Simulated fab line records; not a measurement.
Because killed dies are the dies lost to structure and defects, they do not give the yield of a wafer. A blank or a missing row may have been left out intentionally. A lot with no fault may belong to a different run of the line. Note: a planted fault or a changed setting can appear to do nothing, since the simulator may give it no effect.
Which tool did it? -- flow gf180mcu -- 14 lots with 42 wafers sampled at 4 steps, on a route of 602 steps

WHAT EACH GAUGE READ, for each wafer
GF_V1_OVL_MEAS_15. Usual: V1_OVL -2 nm, standard deviation 5.5.
lot,measured,on,V1_OVL (nm),flag
L151,day 18 17:53,overlay-01,-3 5 7,
L150,day 18 20:19,overlay-02,8 3 -5,
L152,day 19 15:18,overlay-01,-2 -2 -9,
L153,day 20 04:21,overlay-02,4 2 0,
L155,day 21 01:41,overlay-02,-3 -6 -11,
L157,day 21 12:19,overlay-01,2 -6 -3,
L159,day 22 06:34,overlay-01,3 1 3,
L160,day 22 14:19,overlay-01,-5 -8 -4,
L164,day 23 18:28,overlay-02,6 5 9,
L167,day 24 15:55,overlay-02,-12 -1 3,
L168,day 24 19:31,overlay-02,-1 2 -3,
L170,day 25 08:43,overlay-02,-6 -6 0,
L171,day 25 19:34,overlay-01,-8 -7 -2,
L172,day 26 03:28,overlay-02,-7 10 2,

GF_V2_THK_MEAS_01. Usual: V2_CVD_00_THK 599 nm, standard deviation 6.1.
lot,measured,on,V2_CVD_00_THK (nm),flag
L151,day 19 20:41,filmMetro-04,605 609 605,
L150,day 19 22:23,filmMetro-02,596 597 604,
L152,day 20 18:35,filmMetro-02,596 594 591,
L153,day 21 06:38,filmMetro-01,600 599 603,
L155,day 22 04:00,filmMetro-04,600 608 603,
L157,day 22 14:25,filmMetro-04,609 607 610,
L159,day 23 07:38,filmMetro-04,595 587 597,
L160,day 23 16:08,filmMetro-02,590 601 597,
L164,day 24 19:19,filmMetro-02,594 594 594,
L167,day 25 16:13,filmMetro-02,601 604 605,
L168,day 25 19:21,filmMetro-02,586 585 589,
L170,day 26 08:07,filmMetro-01,601 608 606,
L171,day 26 18:10,filmMetro-04,596 591 597,
L172,day 27 02:08,filmMetro-02,605 596 604,

EACH LOT AND THE TOOL THAT RAN IT (in order: tool; ch and the chambers of the sampled wafers; start)
lot,GF_HV_LDD_IMPLANT_36,GF_M2_SPUTTER_00
L151,"implanter-02 ch 0, day 12 02:14","pvdSputter-04, day 18 19:23"
L150,"implanter-04 ch 0, day 12 02:29","pvdSputter-02, day 18 21:49"
L152,"implanter-01 ch 0, day 12 19:52","pvdSputter-04, day 19 16:42"
L153,"implanter-01 ch 0, day 13 05:56","pvdSputter-02, day 20 05:45"
L155,"implanter-01 ch 0, day 13 23:47","pvdSputter-03, day 21 03:05"
L157,"implanter-02 ch 0, day 14 09:17","pvdSputter-03, day 21 13:43"
L159,"implanter-01 ch 0, day 15 00:11","pvdSputter-02, day 22 07:58"
L160,"implanter-04 ch 0, day 15 08:04","pvdSputter-04, day 22 16:03"
L164,"implanter-02 ch 0, day 16 13:02","pvdSputter-02, day 23 20:07"
L167,"implanter-04 ch 0, day 17 08:39","pvdSputter-04, day 24 17:38"
L168,"implanter-04 ch 0, day 17 15:47","pvdSputter-04, day 24 21:18"
L170,"implanter-02 ch 0, day 18 07:59","pvdSputter-02, day 25 10:07"
L171,"implanter-02 ch 0, day 18 16:42","pvdSputter-04, day 25 20:59"
L172,"implanter-02 ch 0, day 18 23:54","pvdSputter-03, day 26 04:52"
- GF_HV_LDD_IMPLANT_36
- GF_M2_SPUTTER_00: material Ti, target thk 37.5 nm, time 150 s.

WHAT THE TOOLS THEMSELVES READ (means of the sampled wafers that have a number; where no wafer has one, the mark that the record gives instead)
GF_HV_LDD_IMPLANT_36. Usual: beamEnergyKeV at 59.998, with a standard deviation of 0.019.
lot,tool,beamEnergyKeV,flag
L151,implanter-02,59.984,
L150,implanter-04,59.984,
L152,implanter-01,60.021,
L153,implanter-01,59.993,
L155,implanter-01,60.018,
L157,implanter-02,59.989,
L159,implanter-01,59.997,
L160,implanter-04,60.012,
L164,implanter-02,59.986,
L167,implanter-04,57.812,OFF
L168,implanter-04,57.815,OFF
L170,implanter-02,60.006,
L171,implanter-02,60.020,
L172,implanter-02,60.017,

GF_M2_SPUTTER_00. Usual: throttleValvePct at 30.1 %, with a standard deviation of 1.2.
lot,tool,throttleValvePct (%),flag
L151,pvdSputter-04,31.3,
L150,pvdSputter-02,29.3,
L152,pvdSputter-04,30.8,
L153,pvdSputter-02,29.4,
L155,pvdSputter-03,29.8,
L157,pvdSputter-03,31.2,
L159,pvdSputter-02,30.1,
L160,pvdSputter-04,31.5,
L164,pvdSputter-02,29.2,
L167,pvdSputter-04,31.2,
L168,pvdSputter-04,31.2,
L170,pvdSputter-02,29.3,
L171,pvdSputter-04,31.0,
L172,pvdSputter-03,30.7,

THE ANSWER, worked out from the rows above alone
Rule: take the mean of a lot's wafers that have a number; if it is more than 3 standard deviations from the usual mean, the lot is off. Also off: a lot with no number at a reading for which 4 or more lots have one. The other lots that the step has rows for count as sound. The gauges are gone through in route order, then the tools' own readings, and for those a lot's mean is taken as printed above. At the first step where some lot is off, the reading lying furthest off is the one used; lots without a number count as furthest.
Off, at GF_HV_LDD_IMPLANT_36 on beamEnergyKeV: L167, L168.
A tool fits if, at that step or a process step before it, it ran every lot that is off, and no sound lot after the first of them. One fits: GF_HV_LDD_IMPLANT_36 on implanter-04. A fault onset in the window from L160 (day 15 08:04, its last sound lot) to L167 (day 17 08:39, its first lot off) fits.
On the lots that are off, the tool's own readings at GF_HV_LDD_IMPLANT_36 differ by more than 5 times the standard deviation of the sound lots' means, which bears it out; beamEnergyKeV reads 57.813 there versus 60.002 on the sound lots.

WHAT THE SIMULATOR PUT IN
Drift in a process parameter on implanter-04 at GF_HV_LDD_IMPLANT_36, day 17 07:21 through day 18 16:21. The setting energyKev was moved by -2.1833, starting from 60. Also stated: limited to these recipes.
Struck lots among those shown: L167, L168. The same result came from the rule above.
